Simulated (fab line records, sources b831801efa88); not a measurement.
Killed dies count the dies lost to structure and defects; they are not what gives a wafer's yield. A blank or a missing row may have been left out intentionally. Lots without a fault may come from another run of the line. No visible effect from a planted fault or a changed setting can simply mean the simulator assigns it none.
Comparing a struck lot with a sound one	flow sky130	23 out of 708 route steps
Sound: these wafers, L724.2, L724.3, L724.5. Struck: wafer L725.1 (L725.2, L725.6, from the same lot, were not struck and are left out); the cause is given at the end.
Order at every step that has rows: each side's tool, ch and its chambers, its first start. Under that, the readings that differ: sound wafers	struck wafers	difference of the means	sigmas: that difference in standard deviations of wafers without a fault.
alike: same words and numbers on both sides, and readings whose means sit less than 2 such deviations apart. not compared: any withheld reading, any reading some wafer has no value for, any bound like >300 that may hide the same value, and any number with overlapping values for which the record gives no deviation.
Wherever a step has rows on one side only, a row that says differs or no value, or a row with sigmas, the two part there. When numbers do not overlap yet have no deviation, they are printed without sigmas and do not part them. Lack of a reading on every wafer of one side parts them only where that side has two or more wafers.

first, 1 step without rows for these wafers: SKY_CAPM_DEVELOP_11 (develop time 60 s).
SKY_CAPM_OVL_MEAS_12:
  sound on overlay-01 at day 38 13:49; struck on overlay-01 at day 39 08:03
  alike: CAPM_OVL
SKY_CAPM_METAL_ETCH_13: etches TiN in Cl2/BCl3, stops on SiO2, target depth 220 nm, time 62.9 s.
  sound on rie metal-02 ch 1, day 38 13:52; struck on rie metal-01 ch 0, day 39 08:05
reading	sound	struck	difference	sigmas
rf hours counter h (h)	- - -	8	no value on the sound wafers	
  alike: drypump motor current A, he backside leak sccm, oes product au, throttle valve pct
SKY_CAPM_STRIP_14: strips in O2/N2.
  sound on plasma asher-03 ch 0,1, day 38 13:59; struck on plasma asher-04 ch 1, day 39 08:10
reading	sound	struck	difference	sigmas
n2 flow sccm (sccm)	300.2 301.1 301.0	298.1	-2.7	-3
  alike: drypump motor current A, oes product au, strip time to endpoint s
  not compared: rf hours counter h
then, 8 steps without rows for these wafers: SKY_CAPM_STRIP_15 (strips in post etch residue remover, time 1200 s); SKY_CAPM_CLEAN_16 (cleans in IPA, time 180 s); SKY_CAPM_CLEAN_17 (cleans in O3/DIW); SKY_METAL3_DEHYDRATE_05 (time 60 s); SKY_METAL3_HMDS_06 (prime time 60 s); SKY_METAL3_COAT_07 (resist thk 60 nm); SKY_METAL3_COAT_08 (resist thk 1140 nm); SKY_METAL3_SOFTBAKE_09 (time 90 s).
SKY_METAL3_EXPOSE_10: exposes mask MM3, target cd 300 nm.
  sound on krf scanner-01 ch 0, day 39 04:40; struck on krf scanner-01 ch 0, day 39 20:31
  alike: mask, focus offset nm
then, 2 steps without rows for these wafers: SKY_METAL3_PEB_11; SKY_METAL3_DEVELOP_12 (develop time 60 s).
SKY_METAL3_CD_MEAS_13: target cd 300 nm.
  sound on cd sem-01 at day 39 14:08; struck on cd sem-02 at day 40 08:22
reading	sound	struck	difference	sigmas
cd nm (nm)	299.6 298.9 298.0	268.7	-30.1	-22
SKY_METAL3_OVL_MEAS_14:
  sound on overlay-01 at day 39 14:14; struck on overlay-02 at day 40 08:29
  alike: METAL3_OVL
SKY_METAL3_DESCUM_15: chemistry O2, time 8 s.
  sound on rie metal-03 ch 0,1, day 39 14:16; struck on rie metal-04 ch 1, day 40 08:32
reading	sound	struck	difference	sigmas
model.METAL3.cd nm (nm)	300.2 299.2 298.5	268.5	-30.8	
  alike: drypump motor current A, he backside leak sccm, oes product au
  not compared: rf hours counter h
SKY_METAL3_ETCH_16: etches BARC in N2/H2, stops on SiO2, time 88.2 s, target depth 60 nm.
  sound on rie metal-03 ch 0,1, day 39 14:18; struck on rie metal-04 ch 1, day 40 08:34
  alike: drypump motor current A, he backside leak sccm, n2 flow sccm, oes product au, throttle valve pct
  not compared: rf hours counter h
SKY_METAL3_ETCH_17: etches SiO2 in C4F8/O2/Ar, stops on TiN, time 3.9 s, target depth 15 nm.
  sound on rie diel-01 ch 0,3, day 39 14:24; struck on rie diel-03 ch 0, day 40 08:40
  alike: oes product au
  not compared: rf hours counter h
SKY_METAL3_METAL_ETCH_18: etches the open film in Cl2/BCl3, stops on SiO2, target depth 845 nm, time 183.1 s.
  sound on rie metal-01 ch 0,1, day 39 14:25; struck on rie metal-01 ch 1, day 40 08:41
reading	sound	struck	difference	sigmas
model.METAL3.cd nm (nm)	298.9 302.5 291	261.2	-36.3	
  alike: drypump motor current A, he backside leak sccm, oes product au, throttle valve pct
  not compared: rf hours counter h
SKY_METAL3_STRIP_19: strips in O2/N2.
  sound on plasma asher-02 ch 0,1, day 39 14:36; struck on plasma asher-02 ch 1, day 40 08:51
  alike: drypump motor current A, n2 flow sccm, oes product au, strip time to endpoint s
  not compared: rf hours counter h
-- the record jumps here: 7 days lie between the struck wafers' starts before and after (it left off in module METAL3 and takes up again in module PAD_OPEN, whose first step shown is number 708 of the route) --
SKY_PAD_OPEN_PROBE_99:
  sound on prober-01 at day 46 11:38; struck on prober-02 at day 47 08:51
reading	sound	struck	difference	sigmas
model.etest.met3.width nm (nm)	294.6 304.8 291.7	260.4	-36.6	
model.etest.met3.line ohm um	0.1421 0.1396 0.1457	0.1601	+0.0176	

== WHERE THEY PART ==
First at SKY_CAPM_METAL_ETCH_13; last, within this record, at SKY_METAL3_CD_MEAS_13. Later steps at which nothing parts them and some readings are alike: SKY_METAL3_OVL_MEAS_14, SKY_METAL3_DESCUM_15, SKY_METAL3_ETCH_16, SKY_METAL3_ETCH_17, SKY_METAL3_METAL_ETCH_18, SKY_METAL3_STRIP_19.

WHY: the cause the simulator had injected
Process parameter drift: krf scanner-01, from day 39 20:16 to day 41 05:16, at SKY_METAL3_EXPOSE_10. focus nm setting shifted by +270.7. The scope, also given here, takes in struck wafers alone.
